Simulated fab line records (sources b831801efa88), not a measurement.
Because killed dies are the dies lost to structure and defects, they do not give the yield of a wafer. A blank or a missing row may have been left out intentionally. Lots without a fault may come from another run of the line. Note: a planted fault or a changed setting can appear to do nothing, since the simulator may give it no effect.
Which tool was responsible?    flow gf180mcu    13 lots, 38 wafers sampled, at 5 steps of a route of 602

## WHAT THE GAUGES READ, wafer by wafer
GF_V1_CD_MEAS_14: the cd target is 260 nm.
lot   measured      on        cdNm (nm)
L571  day 18 06:19  cdSem-01  261.2 261.7 262.6
L573  day 19 00:45  cdSem-01  260.4 260.2 260.7
L574  day 19 13:18  cdSem-01  261.4 261.2 261.6
L575  day 19 18:29  cdSem-02  261.4 259.1 260.0
L576  day 20 09:23  cdSem-02  259.2 258.0 260.0
L577  day 20 18:49  cdSem-01  262.4 260.0 260.2
L578  day 21 02:06  cdSem-02  261.0 260.5 260.5
L579  day 21 07:02  cdSem-02  259.8 259.8 259.4
L583  day 22 10:55  cdSem-02  259.7 259.5 259.9
L586  day 23 19:04  cdSem-01  255.9 262.5 255.5
L588  day 24 07:38  cdSem-02  254.5 254.6
L589  day 24 16:13  cdSem-02  257.0 261.8 255.9
L594  day 26 00:50  cdSem-02  259.1 258.4 259.3

GF_V1_RS_MEAS_24: uses a four-point probe to measure.
lot   measured      on            V1_W_RS (ohm/sq)
L571  day 18 07:20  filmMetro-02  0.3253 0.3288 0.3294
L573  day 19 01:47  filmMetro-02  0.3301 0.3264 0.3224
L574  day 19 14:28  filmMetro-01  0.3323 0.3307 0.3303
L575  day 19 19:33  filmMetro-03  0.3280 0.3287 0.3294
L576  day 20 10:25  filmMetro-02  0.3240 0.3304 0.3271
L577  day 20 19:51  filmMetro-02  0.3309 0.3279 0.3317
L578  day 21 03:09  filmMetro-02  0.3283 0.3323 0.3293
L579  day 21 08:05  filmMetro-02  0.3278 0.3278 0.3273
L583  day 22 11:57  filmMetro-01  0.3237 0.3337 0.3247
L586  day 23 20:06  filmMetro-02  0.3304 0.3261 0.3295
L588  day 24 08:43  filmMetro-02  0.3311 0.3316
L589  day 24 17:14  filmMetro-02  0.3239 0.3246 0.3239
L594  day 26 01:52  filmMetro-03  0.3295 0.3297 0.3284

## EACH LOT AND THE TOOL THAT RAN IT (in order: tool; ch and the chambers of the sampled wafers; start)
lot   GF_M1_SPUTTER_00             GF_M1_SPUTTER_03             GF_V1_SOFTBAKE_10
L571  pvdSputter-01, day 16 07:01  pvdSputter-01, day 16 07:11  lithoTrack-04 ch 0, day 17 18:00
L573  pvdSputter-01, day 17 00:04  pvdSputter-01, day 17 00:14  lithoTrack-04 ch 0, day 18 12:00
L574  pvdSputter-02, day 17 12:23  pvdSputter-02, day 17 12:33  lithoTrack-04 ch 0, day 19 01:00
L575  pvdSputter-02, day 17 17:04  pvdSputter-02, day 17 17:13  lithoTrack-01 ch 0, day 19 06:00
L576  pvdSputter-02, day 18 06:51  pvdSputter-02, day 18 07:01  lithoTrack-01 ch 0, day 19 20:00
L577  pvdSputter-03, day 18 16:53  pvdSputter-03, day 18 17:03  lithoTrack-03 ch 0, day 20 06:00
L578  pvdSputter-03, day 18 23:35  pvdSputter-03, day 18 23:45  lithoTrack-03 ch 0, day 20 13:00
L579  pvdSputter-03, day 19 05:01  pvdSputter-03, day 19 05:11  lithoTrack-03 ch 0, day 20 18:00
L583  pvdSputter-02, day 20 10:17  pvdSputter-02, day 20 10:27  lithoTrack-04 ch 0, day 21 23:00
L586  pvdSputter-01, day 21 18:58  pvdSputter-01, day 21 19:09  lithoTrack-04 ch 0, day 23 07:00
L588  pvdSputter-03, day 22 08:04  pvdSputter-03, day 22 08:14  lithoTrack-04 ch 0, day 23 20:00
L589  pvdSputter-02, day 22 17:56  pvdSputter-02, day 22 18:06  lithoTrack-04 ch 0, day 24 05:00
L594  pvdSputter-03, day 24 04:29  pvdSputter-03, day 24 04:38  lithoTrack-03 ch 0, day 25 14:00
- GF_M1_SPUTTER_00: material Ti, target thk 37.5 nm, time 150 s.
- GF_M1_SPUTTER_03: material Ti, target thk 10 nm, time 6.7 s.
- GF_V1_SOFTBAKE_10: time 60 s.

## AS READ BY THE TOOLS THEMSELVES (means over the sampled wafers that have a number; for cases with no such wafer, the mark the record gives instead)
GF_M1_SPUTTER_00.
lot   tool           cathodeDcPowerW (W)  throttleValvePct (%)
L571  pvdSputter-01  4000.1               30.2
L573  pvdSputter-01  4000.4               30.0
L574  pvdSputter-02  3999.4               29.1
L575  pvdSputter-02  3999.3               30.1
L576  pvdSputter-02  3999.8               29.2
L577  pvdSputter-03  3999.7               29.3
L578  pvdSputter-03  3999.8               29.2
L579  pvdSputter-03  4000.3               29.1
L583  pvdSputter-02  4000.3               29.2
L586  pvdSputter-01  3999.6               29.8
L588  pvdSputter-03  4001.3               29.6
L589  pvdSputter-02  3999.7               29.1
L594  pvdSputter-03  4000.1               29.2

GF_M1_SPUTTER_03.
lot   tool           cathodeDcPowerW (W)  throttleValvePct (%)
L571  pvdSputter-01  3000.3               30.4
L573  pvdSputter-01  3000.4               30.1
L574  pvdSputter-02  2999.9               29.1
L575  pvdSputter-02  3000.2               30.1
L576  pvdSputter-02  2999.7               29.1
L577  pvdSputter-03  3000.2               29.3
L578  pvdSputter-03  3000.0               29.3
L579  pvdSputter-03  2999.7               29.4
L583  pvdSputter-02  2999.7               29.1
L586  pvdSputter-01  2999.9               29.7
L588  pvdSputter-03  3000.2               29.4
L589  pvdSputter-02  2999.8               29.1
L594  pvdSputter-03  3000.0               29.2

GF_V1_SOFTBAKE_10.
lot   tool           heaterPowerTotalW (W)  runLengthS (s)
L571  lithoTrack-04  93.11                  89.38
L573  lithoTrack-04  93.03                  89.43
L574  lithoTrack-04  93.08                  89.18
L575  lithoTrack-01  93.02                  88.91
L576  lithoTrack-01  93.08                  89.11
L577  lithoTrack-03  92.97                  89.13
L578  lithoTrack-03  93.05                  88.99
L579  lithoTrack-03  93.02                  89.03
L583  lithoTrack-04  93.03                  89.18
L586  lithoTrack-04  100.72                 77.34
L588  lithoTrack-04  104.48                 71.29
L589  lithoTrack-04  100.77                 77.34
L594  lithoTrack-03  93.06                  89.09

## THE ANSWER, worked out from the rows above alone
Rule: the usual values come from the lots themselves. Put in order of their means at a reading, lots are off if they are a third of the lots or fewer, leave a main group of 4 or more, and stand apart from it by a gap of 3 or more times the standard deviation of the main group's means; of several such gaps the widest counts. If all means in a main group match to the digits the tables above print for the reading, that group is not used. Also off: a lot with no number at a reading for which 4 or more lots have one. Any other lot the step has rows for is counted as sound. First the gauges in route order, then the tools' own readings, where a lot's mean is used as printed above. At the first step where some lot is off, the reading lying furthest off is the one used; lots without a number count as furthest.
Off: L586, L588, L589 (GF_V1_SOFTBAKE_10, heaterPowerTotalW). Mean 93.05 W and standard deviation 0.038 in the main group.
A tool fits if, at that step or a process step before it, it ran every lot that is off, and no sound lot after the first of them. One fits: lithoTrack-04 at GF_V1_SOFTBAKE_10. Its last sound lot is L583 (day 21 23:00), its first lot that is off L586 (day 23 07:00): a fault that began between those two fits.
The tool's own readings at GF_V1_SOFTBAKE_10 bear it out: on the lots that are off they differ by more than 5 times the standard deviation of the sound lots' means. heaterPowerTotalW reads 101.99 W there against 93.05 W on the sound lots; runLengthS reads 75.32 s there against 89.14 s on the sound lots.

## WHAT HAD BEEN PUT IN BY THE SIMULATOR
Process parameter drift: lithoTrack-04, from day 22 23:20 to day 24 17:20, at GF_V1_SOFTBAKE_10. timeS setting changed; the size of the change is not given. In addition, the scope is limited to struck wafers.
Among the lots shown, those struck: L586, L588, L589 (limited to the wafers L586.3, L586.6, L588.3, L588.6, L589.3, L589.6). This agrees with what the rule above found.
